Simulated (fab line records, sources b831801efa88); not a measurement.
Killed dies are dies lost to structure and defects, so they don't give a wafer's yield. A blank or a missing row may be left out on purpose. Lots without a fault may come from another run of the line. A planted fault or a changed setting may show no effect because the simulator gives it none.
Problem report in the 8D (eight disciplines) form, filled by code | flow sky130 | the parts of the form that need people (team, actions taken, sign-off) are left out

1. THE PROBLEM
oes_product_au at SKY_PASSIVATION_ETCH_11 reads a mean of 0.749 a.u. on 3 wafers of 2 lots; wafers without a fault read 0.976 a.u. with a standard deviation of 0.0071. That is -32 standard deviations from the usual mean.
The step: etches the open film in CF4/O2, stops on AlCu, target depth 725 nm, time 161.1 s.
First seen on wafer L680.2, day 47 21:38, on rie_diel-03. The record holds 42 wafers of 14 lots with a number at this step. Rule for "out", or "out of limits": more than 4 standard deviations from the usual mean. The other wafers with a number count as sound.

2. WHAT IT IS AND WHAT IT IS NOT
question                    | is                                 | is not
which readings at this step | oes_product_au, throttle_valve_pct | drypump_motor_current_A
which lots                  | L680, L685                         | L667, L668, L669, L671, L674, L675, L676, L683, L686, L687, L689, L690
which wafers of those lots  | L680.2, L685.2, L685.4             | L680.1, L680.5, L685.1
read on which tools         | rie_diel-03                        | rie_diel-02, rie_diel-04
when                        | from day 47 21:38                  | up to then (23 sound wafers); but 16 sound wafers of L683, L685, L686, L687, L689, L690 came after

3. SUSPECTS, AND WHAT RULES EACH OUT
Counting: a tool at a process step up to the reading stays a suspect if it ran every lot that is out. Sound lots after the first of them don't rule it out here, since some wafers of a struck lot are sound.
- plasma_asher-01 at SKY_VIA4_STRIP_13 (strips in O2/N2): kept. It ran every lot that is out, first L680 (day 46 02:32); its last sound lot up to then is L671 (day 44 07:41).
- rie_diel-03 at SKY_PASSIVATION_ETCH_11 (etches the open film in CF4/O2, stops on AlCu, target depth 725 nm, time 161.1 s): kept. It ran every lot that is out, first L680 (day 47 21:38); its last sound lot up to then is L674 (day 46 15:08). Its own readings are out on those wafers: oes_product_au, throttle_valve_pct.
Left after counting: plasma_asher-01 at SKY_VIA4_STRIP_13, rie_diel-03 at SKY_PASSIVATION_ETCH_11.

4. THE CAUSE (what the simulator had put in)
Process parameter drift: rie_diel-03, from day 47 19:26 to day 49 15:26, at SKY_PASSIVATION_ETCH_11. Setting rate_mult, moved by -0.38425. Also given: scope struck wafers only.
Counting left 2 suspects, and this tool is among them.

5. THE CHAIN OF EFFECTS, in route order
Each row: a reading whose mean over the struck wafers that have a number lies more than 3 standard deviations from the usual. Only readings for which the record gives a usual standard deviation are gone through. hours: the time from each lot's start at the first step in this table that gives one to its start at this step, as a median over the lots. sigmas: the change in usual standard deviations.
hours | step                     | reading                  | usual      | on struck wafers | change | sigmas
0     | SKY_PASSIVATION_ETCH_11  | oes_product_au           | 0.976 a.u. | 0.749            | -0.227 | -32
0     | SKY_PASSIVATION_ETCH_11  | throttle_valve_pct       | 5.964 %    | 5.901            | -0.063 | -6.9
0     | SKY_PASSIVATION_STRIP_12 | strip_time_to_endpoint_s | 31.53 s    | 33.71            | +2.18  | +17
The process steps in it:
- SKY_PASSIVATION_ETCH_11: etches the open film in CF4/O2, stops on AlCu, target depth 725 nm, time 161.1 s.
- SKY_PASSIVATION_STRIP_12: strips in O2/N2.

6. WHAT WOULD HAVE CAUGHT IT SOONER
In this record the first reading out of limits was taken at day 47 21:38, 2 hours after the fault began at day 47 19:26.
